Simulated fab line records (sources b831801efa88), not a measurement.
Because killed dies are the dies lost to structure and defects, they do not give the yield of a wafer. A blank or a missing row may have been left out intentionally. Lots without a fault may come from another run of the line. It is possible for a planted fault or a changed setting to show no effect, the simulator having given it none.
Struck lot and sound lot, side by side	flow sky130	18 steps out of a route of 708
Sound: the wafers L677.1, L677.5, L677.6. Struck: wafer L681.6; the same lot's L681.1 was not struck, so it is left out; see the end for the cause.
Each step with rows lists, per side, the tool, then ch with its chambers, then its first start. Under that, the readings that differ: sound wafers	struck wafers	difference of the means	sigmas: that difference in standard deviations of wafers without a fault.
alike: readings with means less than 2 such deviations apart, plus words and numbers identical on both sides. not compared: withheld readings, readings lacking a value on some wafer, bounds such as >300 that could conceal the same value, and numbers that have no deviation in the record and whose values overlap.
A row with sigmas, a row that says differs or no value, or rows on one side alone: a step with any of these is where the two part. Numbers that have no deviation but don't overlap get no sigmas and don't part them. A reading missing from all wafers of one side parts the sides only when that side holds two or more wafers.

first, 2 steps without rows for these wafers: SKY_CONTACT_PEB_12; SKY_CONTACT_DEVELOP_13 (develop time 60 s).
SKY_CONTACT_CD_MEAS_14: the cd target is 170 nm.
  sound: cd sem-01 at day 33 22:59; struck: cd sem-02 at day 35 12:01
  alike: cd nm
SKY_CONTACT_OVL_MEAS_15:
  sound: overlay-02 at day 33 23:06; struck: overlay-02 at day 35 12:08
  alike: CONTACT_OVL
SKY_CONTACT_ETCH_16: etches BARC in N2/H2, stops on SiO2, time 45.9 s, target depth 60 nm.
  sound on rie diel-01 ch 1,2,3, day 33 23:08; struck on rie diel-04 ch 1, day 35 12:10
reading	sound	struck	difference	sigmas
drypump motor current A (A)	6.0 5.6 6.4	5.2	-0.8	-2
oes product au (a.u.)	0.856 0.856 0.862	0.849	-0.009	-2
  alike: throttle valve pct
  not compared: rf hours counter h
SKY_CONTACT_ETCH_17: etches SiO2 in C4F8/O2/Ar, stops on Si3N4, target depth 340 nm.
  sound on rie diel-01 ch 1,2,3, day 33 23:11; struck on rie diel-04 ch 1, day 35 12:13
  alike: oes product au
SKY_CONTACT_ETCH_18: etches Si3N4 in CHF3/O2, stops on TiN, time 39 s, target depth 75 nm.
  sound on rie diel-01 ch 1,2,3; struck on rie diel-04 ch 1
reading	sound	struck	difference	sigmas
drypump motor current A (A)	6.0 5.6 6.4	5.2	-0.8	-2
  alike: oes product au, throttle valve pct
  not compared: rf hours counter h
then, 4 steps without rows for these wafers: SKY_CONTACT_STRIP_19 (strips in O2/N2); SKY_CONTACT_STRIP_20 (strips in post etch residue remover, time 1200 s); SKY_CONTACT_CLEAN_21 (cleans in IPA, time 180 s); SKY_CONTACT_CLEAN_22 (cleans in O3/DIW).
SKY_CONTACT_SPUTTER_23: material TiN, target thk 20 nm, time 80 s.
  sound: pvd sputter-02 at day 34 00:13; struck: pvd sputter-03 at day 35 12:53
  alike: throttle valve pct
SKY_CONTACT_CVD_24: deposits W, target thk 340 nm, time 102.12 s.
  sound on cvd w-02 ch 0,1, day 34 00:17; struck on cvd w-02 ch 1, day 35 12:57
reading	sound	struck	difference	sigmas
model.W_of_CONTACT_CVD_24.thk nm (nm)	337.2 340.8 331.8	199.8	-136.8	
  alike: heater power w
SKY_CONTACT_RS_MEAS_25: uses a four-point probe to measure.
  sound: film metro-03 at day 34 00:23; struck: film metro-03 at day 35 13:21
reading	sound	struck	difference	sigmas
CONTACT_W_RS (ohm/sq)	0.341 0.337 0.346	0.580	+0.239	+38
  not compared: hold
SKY_CONTACT_THK_MEAS_26: measures by xrf.
  sound: film metro-03 at day 34 00:31; struck: film metro-03 at day 35 18:27
reading	sound	struck	difference	sigmas
CONTACT_W_THK (nm)	342 347 336	201	-141	-20
  not compared: hold
SKY_CONTACT_CMP_27: polishes, stops on SiO2, t overpolish 15 s, target thk 0 nm.
  sound on cmp-01 ch 1,2, day 34 00:37; struck on cmp-02 ch 2, day 35 22:14
reading	sound	struck	difference	sigmas
hold	- - -	await dispo/3.3h/release	no value on the sound wafers	
time to endpoint s (s)	82 82 78	50	-31	-7
  alike: motor current A
SKY_METAL1_SPUTTER_00: material Ti, target thk 15 nm, time 10 s.
  sound: pvd sputter-03 at day 34 00:52; struck: pvd sputter-04 at day 35 22:23
  alike: throttle valve pct
-- the record jumps here: 13 days lie between the struck wafers' starts before and after (it left off in module METAL1 and takes up again in module PAD_OPEN, whose first step shown is number 708 of the route) --
SKY_PAD_OPEN_PROBE_99:
  sound: prober-02 at day 47 13:18; struck: prober-02 at day 48 17:30
reading	sound	struck	difference	sigmas
killed at front end	10 10 17	28	+16	+3
  alike: killed_at_M0_to_M3, killed_at_M4_up, killed at contacts, killed at other, killed dies, killed open, killed short

== WHERE THEY PART ==
First at SKY_CONTACT_ETCH_16; last, within this record, at SKY_PAD_OPEN_PROBE_99.

WHY: whatever the simulator had introduced
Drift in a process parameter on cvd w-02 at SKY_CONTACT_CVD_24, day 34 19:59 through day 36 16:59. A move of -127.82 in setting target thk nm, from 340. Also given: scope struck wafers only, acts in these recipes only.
